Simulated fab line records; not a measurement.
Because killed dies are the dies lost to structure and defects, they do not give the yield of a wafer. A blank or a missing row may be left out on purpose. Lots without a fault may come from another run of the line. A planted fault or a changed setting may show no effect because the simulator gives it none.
Which tool did it? | flow sfq_line | 42 wafers from 14 lots sampled at 6 of the route's 325 steps

## WHAT THE GAUGES READ, wafer by wafer
SFQ_M8_OVL_MEAS_948.
lot  | measured     | on         | M8_OVL (nm)
L417 | day 79 12:44 | overlay-01 | -8 -8 -3
L420 | day 82 00:31 | overlay-02 | -2 -3 -2
L421 | day 82 02:55 | overlay-01 | -1 -2 2
L422 | day 82 08:55 | overlay-02 | -3 -8 -8
L423 | day 83 20:49 | overlay-01 | -14 -13 -16
L426 | day 85 07:32 | overlay-02 | -2 -6 -7
L427 | day 85 12:20 | overlay-01 | -6 0 4
L428 | day 85 13:40 | overlay-01 | -14 -5 -11
L430 | day 85 16:04 | overlay-01 | - - -
L431 | day 85 20:25 | overlay-01 | - - -
L435 | day 86 09:16 | overlay-02 | 2 0 -1
L436 | day 86 11:50 | overlay-01 | -7 -11 -5
L437 | day 86 13:31 | overlay-01 | -1 -10 -10
L438 | day 86 14:43 | overlay-01 | -7 -3 -3

SFQ_M8_THK_MEAS_950: measures by xrf.
lot  | measured     | on            | M8_AU_THK (nm)
L417 | day 79 13:39 | film_metro-04 | 184.5 185.3 187.2
L420 | day 82 01:26 | film_metro-01 | 187.9 187.8 185.7
L421 | day 82 03:49 | film_metro-01 | 186.6 186.5 187.9
L422 | day 82 09:49 | film_metro-02 | 185.8 184.7 186.1
L423 | day 83 21:43 | film_metro-01 | 186.8 184.7 185.1
L426 | day 85 08:26 | film_metro-04 | 182.8 185.3 184.7
L427 | day 85 13:14 | film_metro-04 | 187.5 186.3 187.9
L428 | day 85 14:34 | film_metro-02 | 187.9 185.2 187.0
L430 | day 85 16:58 | film_metro-01 | 185.1 186.4 186.9
L431 | day 85 21:20 | film_metro-02 | 186.3 185.6 185.4
L435 | day 86 10:10 | film_metro-01 | 184.9 183.4 183.0
L436 | day 86 12:44 | film_metro-04 | 187.7 188.3 187.4
L437 | day 86 14:26 | film_metro-02 | 188.0 187.1 187.1
L438 | day 86 15:38 | film_metro-02 | 186.0 186.3 186.5

## WHICH TOOL RAN EACH LOT (tool, then ch and the chambers of the sampled wafers, then the start)
lot  | SFQ_TRILAYER_I1_VIA_STRIP_STRIP_053 | SFQ_TRILAYER_JJ_CE_BARC_OPEN_RIE_150 | SFQ_TRILAYER_JJ_CE_ETCH_RIE_118   | SFQ_TRILAYER_M5_LITHO_EXPOSE_124
L417 | rie_metal-03 ch 0,1, day 18 03:41   | rie_metal-02 ch 0,1, day 46 21:35    | rie_metal-02 ch 0,1, day 46 21:40 | krf_scanner-01 ch 0, day 47 00:11
L420 | rie_metal-03 ch 0,1, day 29 18:37   | rie_metal-04 ch 0,1, day 54 23:10    | rie_metal-04 ch 0,1, day 54 23:16 | krf_scanner-02 ch 0, day 59 22:14
L421 | rie_metal-04 ch 0,1, day 30 13:37   | rie_metal-02 ch 0,1, day 55 07:32    | rie_metal-02 ch 0,1, day 55 07:37 | krf_scanner-02 ch 0, day 60 08:26
L422 | rie_metal-03 ch 0,1, day 31 01:37   | rie_metal-02 ch 0,1, day 55 17:40    | rie_metal-02 ch 0,1, day 55 17:46 | krf_scanner-01 ch 0, day 60 23:58
L423 | rie_metal-02 ch 0,1, day 32 04:01   | rie_metal-02 ch 0,1, day 56 20:39    | rie_metal-02 ch 0,1, day 56 20:45 | krf_scanner-01 ch 0, day 62 10:46
L426 | rie_metal-04 ch 0,1, day 33 12:33   | rie_metal-02 ch 0,1, day 58 07:35    | rie_metal-02 ch 0,1, day 58 07:40 | krf_scanner-01 ch 0, day 63 23:20
L427 | rie_metal-03 ch 0,1, day 34 05:02   | rie_metal-04 ch 0,1, day 59 03:59    | rie_metal-04 ch 0,1, day 59 04:04 | krf_scanner-01 ch 0, day 64 10:08
L428 | rie_metal-04 ch 0,1, day 34 23:09   | rie_metal-02 ch 0,1, day 59 19:35    | rie_metal-02 ch 0,1, day 59 19:40 | krf_scanner-02 ch 0, day 65 04:28
L430 | rie_metal-04 ch 0,1, day 35 07:25   | rie_metal-01 ch 0,1, day 60 06:23    | rie_metal-01 ch 0,1, day 60 06:28 | krf_scanner-02, day 65 15:16
L431 | rie_metal-03 ch 0,1, day 35 10:01   | rie_metal-02 ch 0,1, day 60 07:37    | rie_metal-02 ch 0,1, day 60 07:43 | krf_scanner-02, day 65 16:52
L435 | rie_metal-02 ch 0,1, day 35 18:13   | rie_metal-04 ch 0,1, day 61 07:29    | rie_metal-04 ch 0,1, day 61 07:35 | krf_scanner-02 ch 0, day 66 16:16
L436 | rie_metal-03 ch 0,1, day 35 20:37   | rie_metal-04 ch 0,1, day 61 13:29    | rie_metal-04 ch 0,1, day 61 13:35 | krf_scanner-02 ch 0, day 67 00:40
L437 | rie_metal-02 ch 0,1, day 35 22:01   | rie_metal-01 ch 0,1, day 61 19:31    | rie_metal-01 ch 0,1, day 61 19:37 | krf_scanner-02 ch 0, day 67 08:16
L438 | rie_metal-03 ch 0,1, day 35 23:13   | rie_metal-04 ch 0,1, day 61 23:07    | rie_metal-04 ch 0,1, day 61 23:13 | krf_scanner-02 ch 0, day 67 12:04
- SFQ_TRILAYER_I1_VIA_STRIP_STRIP_053: strips in O2.
- SFQ_TRILAYER_JJ_CE_BARC_OPEN_RIE_150: chemistry O2, target BARC, target depth 240 nm, time 80 s.
- SFQ_TRILAYER_JJ_CE_ETCH_RIE_118: chemistry SF6, target Nb, stops on Al2O3, time 97.7 s, target depth 170 nm.
- SFQ_TRILAYER_M5_LITHO_EXPOSE_124: exposes mask M5, target cd 700 nm.

## WHAT THE TOOLS THEMSELVES READ (means of the sampled wafers that have a number; where no wafer has one, the mark that the record gives instead)
SFQ_TRILAYER_I1_VIA_STRIP_STRIP_053.
lot  | tool         | drypump_motor_current_A (A) | oes_product_au (a.u.)
L417 | rie_metal-03 | 6.3                         | 0.992
L420 | rie_metal-03 | 6.4                         | 1.002
L421 | rie_metal-04 | 5.5                         | 1.011
L422 | rie_metal-03 | 6.5                         | 0.995
L423 | rie_metal-02 | 5.5                         | 0.995
L426 | rie_metal-04 | 5.5                         | 1.001
L427 | rie_metal-03 | 6.3                         | 0.996
L428 | rie_metal-04 | 5.1                         | 1.000
L430 | rie_metal-04 | 5.1                         | 1.005
L431 | rie_metal-03 | 6.4                         | 1.000
L435 | rie_metal-02 | 5.8                         | 0.998
L436 | rie_metal-03 | 6.5                         | 0.999
L437 | rie_metal-02 | 5.5                         | 0.995
L438 | rie_metal-03 | 6.4                         | 1.005

SFQ_TRILAYER_JJ_CE_BARC_OPEN_RIE_150.
lot  | tool         | bias_w (W) | chamber_pressure_mTorr (mTorr) | drypump_motor_current_A (A) | oes_product_au (a.u.)
L417 | rie_metal-02 | 80.18      | 10.004                         | 5.8                         | 0.542
L420 | rie_metal-04 | 79.81      | 10.006                         | 5.4                         | 0.538
L421 | rie_metal-02 | 79.95      | 9.996                          | 5.5                         | 0.536
L422 | rie_metal-02 | 80.18      | 9.992                          | 5.5                         | 0.539
L423 | rie_metal-02 | 79.95      | 9.999                          | 5.5                         | 0.541
L426 | rie_metal-02 | 79.83      | 9.999                          | 5.5                         | 0.538
L427 | rie_metal-04 | 80.12      | 10.007                         | 5.4                         | 0.536
L428 | rie_metal-02 | 79.91      | 10.001                         | 5.8                         | 0.535
L430 | rie_metal-01 | -          | -                              | -                           | -
L431 | rie_metal-02 | -          | -                              | -                           | -
L435 | rie_metal-04 | 79.61      | 10.004                         | 5.1                         | 0.538
L436 | rie_metal-04 | 80.01      | 9.994                          | 5.1                         | 0.540
L437 | rie_metal-01 | 79.99      | 10.001                         | 5.6                         | 0.542
L438 | rie_metal-04 | 79.95      | 10.000                         | 5.5                         | 0.536

SFQ_TRILAYER_JJ_CE_ETCH_RIE_118.
lot  | tool         | bias_w (W) | chamber_pressure_mTorr (mTorr) | drypump_motor_current_A (A) | oes_product_au (a.u.)
L417 | rie_metal-02 | 80.01      | 9.729                          | 5.8                         | 0.989
L420 | rie_metal-04 | 80.26      | 9.717                          | 5.5                         | 0.991
L421 | rie_metal-02 | 79.96      | 9.731                          | 5.5                         | 0.993
L422 | rie_metal-02 | 80.00      | 9.724                          | 5.5                         | 0.980
L423 | rie_metal-02 | 79.80      | 9.731                          | 5.5                         | 0.988
L426 | rie_metal-02 | 79.91      | 9.729                          | 5.5                         | 0.980
L427 | rie_metal-04 | 79.98      | 9.720                          | 5.5                         | 0.987
L428 | rie_metal-02 | 79.93      | 9.736                          | 5.8                         | 0.986
L430 | rie_metal-01 | 80.06      | 9.735                          | 5.6                         | 0.376
L431 | rie_metal-02 | 80.02      | 9.733                          | 5.8                         | 0.375
L435 | rie_metal-04 | 79.87      | 9.718                          | 5.1                         | 0.996
L436 | rie_metal-04 | 80.02      | 9.728                          | 5.1                         | 0.986
L437 | rie_metal-01 | 80.02      | 9.723                          | 5.6                         | 0.992
L438 | rie_metal-04 | 80.18      | 9.726                          | 5.5                         | 0.987

SFQ_TRILAYER_M5_LITHO_EXPOSE_124.
lot  | tool           | exposure_dose_mJ_cm2 | focus_offset_nm (nm) | stage_vel_mm_s (mm/s)
L417 | krf_scanner-01 | 14.401               | 0.3                  | 499.72
L420 | krf_scanner-02 | 14.397               | -0.5                 | 499.89
L421 | krf_scanner-02 | 14.396               | -0.0                 | 499.68
L422 | krf_scanner-01 | 14.389               | 0.5                  | 499.95
L423 | krf_scanner-01 | 14.389               | 0.3                  | 500.30
L426 | krf_scanner-01 | 14.407               | -0.0                 | 500.08
L427 | krf_scanner-01 | 14.410               | -0.5                 | 500.36
L428 | krf_scanner-02 | 14.414               | -0.6                 | 500.16
L430 | krf_scanner-02 | -                    | -                    | -
L431 | krf_scanner-02 | -                    | -                    | -
L435 | krf_scanner-02 | 14.392               | -1.2                 | 500.10
L436 | krf_scanner-02 | 14.385               | -0.1                 | 499.98
L437 | krf_scanner-02 | 14.411               | 0.3                  | 500.01
L438 | krf_scanner-02 | 14.393               | -0.5                 | 499.76

## THE ANSWER, worked out from the rows above alone
Rule: the lots themselves supply what counts as usual. Put in order of their means at a reading, lots are off if they are a third of the lots or fewer, leave a main group of 4 or more, and stand apart from it by a gap of 3 or more times the standard deviation of the main group's means; of several such gaps the widest counts. A main group is skipped when, at the precision printed for the reading in the tables above, its means are all equal. A lot without any number at a reading at which 4 lots or more have one is off too. The other lots that the step has rows for count as sound. First the gauges in route order, then the tools' own readings, where a lot's mean is used as printed above. At the first step where some lot is off, the reading lying furthest off is the one used; lots without a number count as furthest.
Off: L430, L431, at SFQ_M8_OVL_MEAS_948 (M8_OVL). Without a number there: L430, L431. For the main group the mean is -5 nm and the standard deviation 4.1.
If a tool, at a process step before that reading, ran all the lots that are off and no sound lot after the first of them, it fits. Not tried: the gauges at SFQ_M8_OVL_MEAS_948; whatever is off there is also off at SFQ_TRILAYER_JJ_CE_BARC_OPEN_RIE_150, on other tools, and gauge error can't account for it. No candidate that was tried fits.

## WHAT HAD BEEN PUT IN BY THE SIMULATOR
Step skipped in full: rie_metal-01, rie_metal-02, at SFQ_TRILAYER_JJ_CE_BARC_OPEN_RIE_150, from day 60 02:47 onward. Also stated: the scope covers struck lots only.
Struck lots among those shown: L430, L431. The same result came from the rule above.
